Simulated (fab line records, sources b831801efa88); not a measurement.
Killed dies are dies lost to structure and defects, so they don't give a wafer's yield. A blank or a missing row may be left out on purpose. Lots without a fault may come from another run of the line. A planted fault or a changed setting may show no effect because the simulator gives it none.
fab line records | flow sky130
record lots=11 wafers=33 last_day=50
route steps=708 shown METAL4@601 VIA4@639 PAD_OPEN@708
lots that met no fault: from a run of the same line without faults
start_h: hours from the record's first day to the start of the lot's first wafer shown | wait_h: hours since the lot's step before | " the same as in the row above | L1.1+2: a row that stands for several wafers | - no value, or no start given | * or withheld: withheld | < > ~ a bound
route shown NAME@n: a module of which the file shows steps, and the number in the route of the first | usual: mean/standard deviation of fault-free wafers | same: alike in all rows | chamber/n: place in a boat | sites: the reading at each site | _std_site: their standard deviation | _edge_site: outer sites' mean less inner sites' | radius_mm: how far each site lies from the wafer's centre | mask NAME#n: copy n | behind: the tool/chamber that last shaped the wafer | hold: why the lot was held/for how many hours/how that ended | device: the transistor (n, p or np) that didn't switch | end of line: the same wafers' tests at the end of the route | a step without rows: its recipe alone | killed: dies lost to structure and defects at the first sort, not the wafer's yield | map: a wafer's dies, x killed, . not, _ none there
set.NAME: the setting as run; set.NAME@STEP: as run at that earlier step | model.NAME: the simulator's own value behind a step, which no gauge read
steps of the route over a sample of lots; a table a step, a row a wafer
services: from which hour (start_h, from the record's first day; less than 0 if before it) a tool's chamber was out of use, for how many hours, and why
## steps
# step SKY_METAL4_SPUTTER_03
# recipe material=Ti target_thk_nm=5 power_w=3000 time_s=3.3 chamber_pressure_pa=0.4
# usual throttle_valve_pct=29.7/1.2
# columns lot.wafer tool chamber start_h wait_h throttle_valve_pct
L260.1 pvd_sputter-03 - 932.14 0.0 26.2
L260.3 " - " " 30.3
L260.5 " - " " 29.6
L262.4 pvd_sputter-04 - 947.62 0.0 30.3
L262.5 " - " " 28.0
L262.6 " - " " 30.5
L266.1 pvd_sputter-02 - 984.99 0.0 30.4
L266.3 " - " " 30.9
L266.5 " - " " 30.4
L270.1 pvd_sputter-04 - 1014.39 0.0 30.4
L270.2 " - " " 28.0
L270.3 " - " " 30.1
L272.4 pvd_sputter-02 - 1020.44 0.0 29.5
L272.5 " - " " 30.4
L272.6 " - " " 30.1
L275.1 pvd_sputter-04 - 1043.64 0.0 27.9
L275.4 " - " " 30.0
L275.6 " - " " 28.0
L276.3 pvd_sputter-04 - 1052.16 0.0 30.4
L276.5 " - " " 30.7
L276.6 " - " " 27.7
L277.1 pvd_sputter-04 - 1057.69 0.0 29.9
L277.3 " - " " 30.0
L277.6 " - " " 30.6
L279.1 pvd_sputter-02 - 1063.34 0.0 30.2
L279.2 " - " " 29.4
L279.3 " - " " 30.5
L281.1 pvd_sputter-04 - 1075.14 0.0 30.1
L281.5 " - " " 29.8
L281.6 " - " " 30.4
L282.1 pvd_sputter-04 - 1088.99 0.0 30.2
L282.4 " - " " 30.6
L282.6 " - " " 29.9
# step SKY_METAL4_CD_MEAS_13
# recipe target_cd_nm=300
# usual cd_nm=300.1/1.5
# columns lot.wafer tool chamber start_h wait_h cd_nm
L260.1 cd_sem-01 - 980.27 - 299.3
L260.3 " - " " 297.4
L260.5 " - " " 298.1
L262.4 cd_sem-01 - 995.60 - 300.3
L262.5 " - " " 299.8
L262.6 " - " " 299.2
L266.1 cd_sem-01 - 1030.73 - 299.7
L266.3 " - " " 297.7
L266.5 " - " " 300.0
L270.1 cd_sem-02 - 1059.72 - 297.9
L270.2 " - " " 298.1
L270.3 " - " " 297.2
L272.4 cd_sem-01 - 1065.54 - 300.1
L272.5 " - " " 302.1
L272.6 " - " " 302.0
L275.1 cd_sem-01 - 1087.23 - 301.3
L275.4 " - " " 300.8
L275.6 " - " " 300.2
L276.3 cd_sem-01 - 1094.38 - 297.1
L276.5 " - " " 299.5
L276.6 " - " " 298.3
L277.1 cd_sem-02 - 1097.92 - 300.5
L277.3 " - " " 300.5
L277.6 " - " " 299.7
L279.1 cd_sem-02 - 1105.09 - 300.0
L279.2 " - " " 299.4
L279.3 " - " " 300.9
L281.1 cd_sem-01 - 1115.83 - 302.7
L281.5 " - " " 302.5
L281.6 " - " " 302.5
L282.1 cd_sem-02 - 1127.98 - 302.3
L282.4 " - " " 302.4
L282.6 " - " " 301.3
# step SKY_METAL4_STRIP_19
# recipe chemistry=O2/N2 power_w=1400 pressure_mtorr=1500 platen_temp_c=withheld o2_flow_sccm=3000 n2_flow_sccm=300 overash_fraction=0.5
# usual drypump_motor_current_A=5.6/0.5 oes_product_au=0.501/0.006 strip_time_to_endpoint_s=6.50/0.1
# columns lot.wafer tool chamber start_h wait_h drypump_motor_current_A oes_product_au rf_hours_counter_h strip_time_to_endpoint_s
L260.1 plasma_asher-01 0 980.76 0.1 5.2 0.490 52 6.29
L260.3 " 1 " " 5.5 0.503 - 6.33
L260.5 " 0 " " 5.2 0.486 - 6.29
L262.4 plasma_asher-01 0 996.05 0.1 5.2 0.495 - 6.51
L262.5 " 0 " " 5.2 0.504 - 6.69
L262.6 " 1 " " 5.5 0.501 - 6.56
L266.1 plasma_asher-02 1 1031.21 0.1 5.9 0.496 88 6.39
L266.3 " 0 " " 6.3 0.495 - 6.39
L266.5 " 0 " " 6.3 0.494 - 6.37
L270.1 plasma_asher-01 0 1060.21 0.1 5.2 0.504 60 6.44
L270.2 " 1 " " 5.5 0.497 60 6.34
L270.3 " 1 " " 5.5 0.501 - 6.32
L272.4 plasma_asher-01 0 1066.00 0.1 5.2 0.504 - 6.54
L272.5 " 1 " " 5.5 0.499 - 6.62
L272.6 " 0 " " 5.2 0.504 - 6.56
L275.1 plasma_asher-01 1 1087.71 0.1 5.4 0.505 63 6.56
L275.4 " 0 " " 5.2 0.501 - 6.48
L275.6 " 1 " " 5.4 0.505 - 6.49
L276.3 plasma_asher-01 0 1094.86 0.1 5.2 0.490 - 6.31
L276.5 " 0 " " 5.2 0.502 - 6.53
L276.6 " 1 " " 5.5 0.507 - 6.34
L277.1 plasma_asher-04 0 1098.41 0.1 6.8 0.497 3 6.42
L277.3 " 1 " " 5.2 0.501 - 6.38
L277.6 " 1 " " 5.2 0.508 - 6.47
L279.1 plasma_asher-02 1 1105.57 0.1 5.8 0.493 96 6.55
L279.2 " 0 " " 6.4 0.494 96 6.46
L279.3 " 1 " " 5.9 0.506 - 6.45
L281.1 plasma_asher-01 0 1116.31 0.1 5.2 0.502 66 6.58
L281.5 " 0 " " 5.2 0.502 - 6.52
L281.6 " 1 " " 5.5 0.512 - 6.61
L282.1 plasma_asher-04 1 1128.52 0.2 5.3 0.504 6 6.52
L282.4 " 0 " " 6.8 0.511 - 6.56
L282.6 " 1 " " 5.3 0.510 - 6.57
# step SKY_VIA4_HDPCVD_00
# recipe material=SiO2 target_thk_nm=1750 sigma_open_frac=0.3 time_s=291.7 temp_c=400 sih4_flow_sccm=60 pressure_mtorr=6
# usual pressure_mtorr=6.001/0.012 run_length_s=319.6/0.77 sih4_flow_sccm=60.00/0.16
# columns lot.wafer tool chamber start_h wait_h pressure_mtorr run_length_s sih4_flow_sccm
L260.1 hdpcvd-02 0 981.38 0.0 5.978 319.4 60.20
L260.3 " 1 " " 5.998 319.2 59.82
L260.5 " 2 " " 6.008 319.4 59.90
L262.4 hdpcvd-02 2 996.70 0.1 5.977 319.8 60.14
L262.5 " 0 " " 6.003 319.6 59.74
L262.6 " 1 " " 6.009 318.6 60.15
L266.1 hdpcvd-01 1 1031.81 0.0 6.003 320.6 60.11
L266.3 " 0 " " 6.003 320.3 60.08
L266.5 " 0 " " 6.002 321.2 60.06
L270.1 hdpcvd-02 1 1061.20 0.0 - - -
L270.2 " 2 " " - - -
L270.3 " 0 " " - - -
L272.4 hdpcvd-01 2 1066.65 0.1 - - -
L272.5 " 1 " " - - -
L272.6 " 0 " " - - -
L275.1 hdpcvd-02 1 1088.35 0.0 5.983 318.5 60.09
L275.4 " 1 " " 6.009 318.7 60.12
L275.6 " 2 " " 5.993 319.9 59.94
L276.3 hdpcvd-01 0 1095.42 0.0 6.013 320.9 60.04
L276.5 " 2 " " 5.999 318.9 60.14
L276.6 " 0 " " 5.997 320.5 59.63
L277.1 hdpcvd-02 1 1099.04 0.0 6.010 318.3 60.07
L277.3 " 2 " " 5.995 320.0 60.10
L277.6 " 2 " " 5.994 319.5 60.34
L279.1 hdpcvd-02 2 1106.17 0.0 6.024 319.5 59.86
L279.2 " 0 " " 5.989 319.2 59.94
L279.3 " 1 " " 6.002 318.6 60.09
L281.1 hdpcvd-02 2 1116.93 0.0 6.002 319.9 59.92
L281.5 " 0 " " 6.001 319.4 60.10
L281.6 " 1 " " 5.998 318.3 59.90
L282.1 hdpcvd-02 1 1129.16 0.0 6.011 318.6 60.01
L282.4 " 0 " " 5.989 319.4 60.06
L282.6 " 2 " " 6.002 320.0 60.02
# step SKY_VIA4_ETCH_12
# recipe target=SiO2 chemistry=C4F8/O2/Ar stop_on=TiN mask_material=NOVOLAK source_w=1500 bias_w=1200 pressure_mtorr=40 c4f8_flow_sccm=withheld O2_flow_sccm=6 Ar_flow_sccm=300 time_s=withheld target_depth_a=5800
# usual oes_product_au=0.925/0.0046
# columns lot.wafer tool chamber start_h wait_h oes_product_au
L260.1 rie_diel-03 2 1006.02 0.0 0.926
L260.3 " 0 " " 0.921
L260.5 " 1 " " 0.924
L262.4 rie_diel-04 1 1020.41 0.0 0.920
L262.5 " 0 " " 0.923
L262.6 " 3 " " 0.928
L266.1 rie_diel-04 2 1054.12 0.0 0.929
L266.3 " 3 " " 0.923
L266.5 " 1 " " 0.924
L270.1 rie_diel-02 1 1082.97 0.0 0.374
L270.2 " 0 " " 0.375
L270.3 " 3 " " 0.378
L272.4 rie_diel-04 3 1087.82 0.0 0.380
L272.5 " 2 " " 0.369
L272.6 " 3 " " 0.374
L275.1 rie_diel-03 3 1110.67 0.0 0.937
L275.4 " 2 " " 0.924
L275.6 " 1 " " 0.929
L276.3 rie_diel-03 0 1116.02 0.0 0.930
L276.5 " 1 " " 0.928
L276.6 " 0 " " 0.922
L277.1 rie_diel-03 1 1119.02 0.0 0.927
L277.3 " 0 " " 0.935
L277.6 " 1 " " 0.917
L279.1 rie_diel-02 0 1126.27 0.0 0.931
L279.2 " 2 " " 0.920
L279.3 " 1 " " 0.925
L281.1 rie_diel-04 0 1136.87 0.0 0.925
L281.5 " 2 " " 0.921
L281.6 " 3 " " 0.931
L282.1 rie_diel-03 2 1148.07 0.0 0.933
L282.4 " 0 " " 0.925
L282.6 " 2 " " 0.919
# step SKY_PAD_OPEN_PROBE_99
# usual defect_limited_yield=82.2/1.8 killed_at_M0_to_M3=43/6.6 killed_at_M4_up=3.2/1.9 killed_at_contacts=25/5.3 killed_at_front_end=16/4.5 killed_at_other=0.3/0.63 killed_dies=87/8.9 killed_on_rim=17/3.7 killed_open=48/7.9 killed_short=39/5.3 sort_bin_3_pad_short=0.8/0.38 sort_bin_5_function=10.5/1.5 sort_bin_6_memory=6.4/1.2 sort_n_pass=405/8.9 sort_yield_pct=82.2/1.8
# same gross_dies=492 killed_at_back_side=0 sort_bin_4_leakage[%]=0 sort_bin_8_speed[%]=0
# columns lot.wafer tool chamber start_h wait_h defect_limited_yield[%] killed_at_M0_to_M3 killed_at_M4_up killed_at_contacts killed_at_front_end killed_at_other killed_dies killed_on_rim killed_open killed_short sort_bin_3_pad_short[%] sort_bin_5_function[%] sort_bin_6_memory[%] sort_n_pass sort_yield_pct[%]
L270.1 prober-02 - 1148.25 0.1 0 5 477 7 3 0 492 96 5 11 21.1 77.2 1.6 0 0
L270.2 prober-02 - 1148.30 0.1 0 6 479 6 1 0 492 96 8 6 23.4 74.0 2.6 0 0
L270.3 prober-02 - 1148.35 0.2 0 9 477 5 1 0 492 96 9 7 27.4 69.9 2.6 0 0
L272.4 prober-01 - 1153.40 0.2 0 8 479 4 1 0 492 96 9 4 25.0 72.8 2.2 0 0
L272.5 prober-01 - 1153.45 0.2 0 9 476 4 3 0 492 96 8 9 23.8 73.0 3.3 0 0
L272.6 prober-01 - 1153.50 0.2 0 10 473 6 3 0 492 96 13 6 22.8 75.4 1.8 0 0
L275.1 prober-01 - 1172.00 0.1 78.0 59 5 27 17 0 108 20 58 50 1.4 12.6 7.9 384 78.0
L275.4 prober-01 - 1172.15 0.2 81.7 42 2 28 17 1 90 17 53 37 1.0 10.6 6.7 402 81.7
L275.6 prober-01 - 1172.25 0.2 82.9 44 6 24 10 0 84 15 50 34 1.6 10.6 4.9 408 82.9
L276.3 prober-02 - 1175.18 0.2 79.3 51 6 30 15 0 102 24 62 40 1.0 12.8 6.9 390 79.3
L276.5 prober-02 - 1175.28 0.2 81.3 46 4 24 18 0 92 20 49 43 0.8 11.0 6.9 400 81.3
L276.6 prober-02 - 1175.33 0.2 85.0 36 3 23 12 0 74 13 36 38 0.2 9.8 5.1 418 85.0
L277.1 prober-01 - 1178.29 0.1 82.1 49 2 28 9 0 88 18 50 38 1.2 11.8 4.9 404 82.1
L277.3 prober-01 - 1178.39 0.2 83.5 41 3 23 14 0 81 19 45 35 0.8 10.2 5.5 411 83.5
L277.6 prober-01 - 1178.54 0.2 80.7 48 6 24 17 0 95 22 46 48 1.0 10.4 7.9 397 80.7
L281.1 prober-01 - 1193.00 0.1 81.7 49 2 24 15 0 90 20 48 42 0.6 12.2 5.5 402 81.7
L281.5 prober-01 - 1193.20 0.2 81.9 38 4 32 15 0 89 15 39 50 1.2 11.2 5.7 403 81.9
L281.6 prober-01 - 1193.25 0.2 79.7 50 5 22 23 0 100 18 50 50 1.2 11.8 7.3 392 79.7
# killed by level:class
L270.1 VIA4:lost_pattern=472 CONTACT:geometric_particle:short=3 VIA4:area_etch=3 LOCAL_INTERCONNECT:geometric_particle:short=2 METAL2:geometric_particle:short=2 FIELD_ISO:geometric_particle:short=1 FIELD_ISO:geometric_particle:open=1 POLY_GATE:geometric_particle:open=1
L270.2 VIA4:lost_pattern=478 CONTACT:geometric_particle:open=3 VIA1:geometric_particle:open=3 CONTACT:geometric_particle:short=2 FIELD_ISO:geometric_particle:short=1 LOCAL_INTERCONNECT:geometric_particle:short=1 METAL2:geometric_particle:short=1 VIA2:geometric_particle:open=1
L270.3 VIA4:lost_pattern=475 CONTACT:geometric_particle:short=3 VIA1:geometric_particle:open=3 CONTACT:geometric_particle:open=2 METAL2:geometric_particle:short=2 VIA3:geometric_particle:open=2 FIELD_ISO:geometric_particle:open=1 METAL1:geometric_particle:short=1
L272.4 VIA4:lost_pattern=478 CONTACT:geometric_particle:open=3 VIA1:geometric_particle:open=3 VIA2:geometric_particle:open=2 FIELD_ISO:geometric_particle:short=1 LOCAL_INTERCONNECT:geometric_particle:short=1 VIA1:geometric_particle:short=1 VIA2:geometric_particle:short=1
L272.5 VIA4:lost_pattern=472 VIA1:geometric_particle:open=2 VIA1:geometric_particle:short=2 METAL2:geometric_particle:short=2 VIA4:area_hdpcvd=2 SONOS_ONO:geometric_particle:open=1 POLY_GATE:geometric_particle:open=1 SPACER:geometric_particle:short=1
L272.6 VIA4:lost_pattern=473 FIELD_ISO:geometric_particle:open=2 LOCAL_INTERCONNECT:geometric_particle:open=2 VIA1:geometric_particle:open=2 POLY_GATE:geometric_particle:open=1 LI_CONTACT:geometric_particle:short=1 LI_CONTACT:geometric_particle:open=1 CONTACT:geometric_particle:short=1
L275.1 VIA1:geometric_particle:open=11 VIA1:geometric_particle:short=9 VIA3:geometric_particle:open=9 LI_CONTACT:geometric_particle:open=8 VIA2:geometric_particle:open=8 CONTACT:geometric_particle:open=7 METAL1:geometric_particle:short=6 POLY_GATE:geometric_particle:open=5
L275.4 VIA1:geometric_particle:open=11 CONTACT:geometric_particle:open=8 VIA2:geometric_particle:open=7 VIA2:geometric_particle:short=6 LI_CONTACT:geometric_particle:open=6 POLY_GATE:geometric_particle:open=5 CONTACT:geometric_particle:short=5 VIA1:geometric_particle:short=5
L275.6 VIA1:geometric_particle:open=15 CONTACT:geometric_particle:open=10 VIA3:geometric_particle:open=9 METAL4:geometric_particle:short=5 LI_CONTACT:geometric_particle:open=5 VIA3:geometric_particle:short=5 LI_CONTACT:geometric_particle:short=4 CONTACT:geometric_particle:short=4
L276.3 VIA1:geometric_particle:open=17 CONTACT:geometric_particle:open=12 LI_CONTACT:geometric_particle:open=8 METAL1:geometric_particle:short=8 VIA3:geometric_particle:open=5 METAL2:geometric_particle:short=5 METAL2:geometric_particle:open=4 LOCAL_INTERCONNECT:geometric_particle:short=4
L276.5 VIA2:geometric_particle:open=11 CONTACT:geometric_particle:short=7 LOCAL_INTERCONNECT:geometric_particle:short=6 CONTACT:geometric_particle:open=6 VIA1:geometric_particle:open=6 VIA3:geometric_particle:open=6 VIA1:geometric_particle:short=5 METAL1:geometric_particle:short=5
L276.6 CONTACT:geometric_particle:open=7 VIA1:geometric_particle:open=7 VIA2:geometric_particle:open=7 LOCAL_INTERCONNECT:geometric_particle:short=6 LI_CONTACT:geometric_particle:open=5 VIA1:geometric_particle:short=5 VIA2:geometric_particle:short=4 METAL2:geometric_particle:short=4
L277.1 VIA3:geometric_particle:open=11 CONTACT:geometric_particle:open=9 VIA1:geometric_particle:short=8 VIA1:geometric_particle:open=8 VIA2:geometric_particle:open=7 CONTACT:geometric_particle:short=6 LI_CONTACT:geometric_particle:open=5 FIELD_ISO:geometric_particle:open=4
L277.3 CONTACT:geometric_particle:open=10 VIA1:geometric_particle:open=9 VIA2:geometric_particle:open=8 VIA3:geometric_particle:open=7 FIELD_ISO:geometric_particle:short=4 POLY_GATE:geometric_particle:short=4 LI_CONTACT:geometric_particle:open=4 CONTACT:geometric_particle:short=4
L277.6 VIA1:geometric_particle:open=12 CONTACT:geometric_particle:open=10 VIA3:geometric_particle:open=9 FIELD_ISO:geometric_particle:short=7 METAL4:geometric_particle:short=6 CONTACT:geometric_particle:short=5 LI_CONTACT:geometric_particle:open=5 METAL1:geometric_particle:short=5
L281.1 CONTACT:geometric_particle:open=11 VIA1:geometric_particle:open=11 VIA1:geometric_particle:short=7 LI_CONTACT:geometric_particle:open=6 VIA2:geometric_particle:open=6 VIA2:geometric_particle:short=6 VIA3:geometric_particle:open=6 POLY_GATE:geometric_particle:short=5
L281.5 CONTACT:geometric_particle:open=10 CONTACT:geometric_particle:short=10 VIA1:geometric_particle:open=9 METAL2:geometric_particle:short=6 FIELD_ISO:geometric_particle:short=5 POLY_GATE:geometric_particle:short=5 LI_CONTACT:geometric_particle:open=5 VIA1:geometric_particle:short=5
L281.6 CONTACT:geometric_particle:open=10 VIA1:geometric_particle:short=8 METAL2:geometric_particle:short=7 FIELD_ISO:geometric_particle:open=7 VIA3:geometric_particle:open=7 VIA1:geometric_particle:open=6 FIELD_ISO:geometric_particle:short=5 POLY_GATE:geometric_particle:open=5
## services
# columns tool chamber start_h hours kind
pvd_sputter-02 - 911.63 2.6 repair
plasma_asher-01 - 936.81 3.9 repair
pvd_sputter-02 - 939.71 6.3 repair
hdpcvd-01 - 950.25 15.0 pm
plasma_asher-04 - 964.67 3.0 repair
rie_diel-03 - 964.78 6.4 repair
hdpcvd-01 - 969.43 0.7 repair
hdpcvd-01 - 983.12 0.8 repair
rie_diel-02 0 1003.12 4.2 repair
pvd_sputter-02 - 1005.55 2.5 repair
hdpcvd-01 - 1017.50 1.0 repair
rie_diel-02 1 1026.52 6.1 repair
pvd_sputter-04 - 1029.51 2.6 repair
rie_diel-03 - 1040.27 28.1 pm
rie_diel-04 0 1050.46 19.6 repair
rie_diel-04 - 1053.70 0.2 repair
plasma_asher-04 - 1055.25 9.0 pm
rie_diel-03 - 1071.06 0.5 repair
rie_diel-03 - 1093.69 0.2 repair
rie_diel-03 - 1094.72 0.2 repair
rie_diel-03 3 1116.98 10.2 repair
pvd_sputter-02 - 1117.88 4.6 repair
rie_diel-04 - 1118.59 1.2 repair
hdpcvd-02 - 1132.31 0.8 repair
## key
first_sign step=SKY_VIA4_HDPCVD_00 reading=tool_record direction=missing
effect step=SKY_VIA4_ETCH_12 reading=oes_product_au direction=down sigmas=99+ usual=0.925 struck=0.375
effect step=SKY_PAD_OPEN_PROBE_99 reading=killed_at_M4_up direction=up sigmas=99+ usual=3.2 struck=476.8
met_at SKY_VIA4_HDPCVD_00
struck_lots L270,L272
later_rows_left_out L270.1,L270.2,L270.3,L272.4,L272.5,L272.6
not_acting_at SKY_METAL4_SPUTTER_03,SKY_METAL4_CD_MEAS_13,SKY_METAL4_STRIP_19
onset_between 1031.81 1061.20
fault kind=skipped_step_whole tool=hdpcvd-01,hdpcvd-02 chamber=- onset_h=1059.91 steps=SKY_VIA4_HDPCVD_00 scope=struck_lots_only
# later_rows_left_out: the simulator's readings of these wafers behind a module that went badly wrong aren't trusted and aren't shown, but for the sort
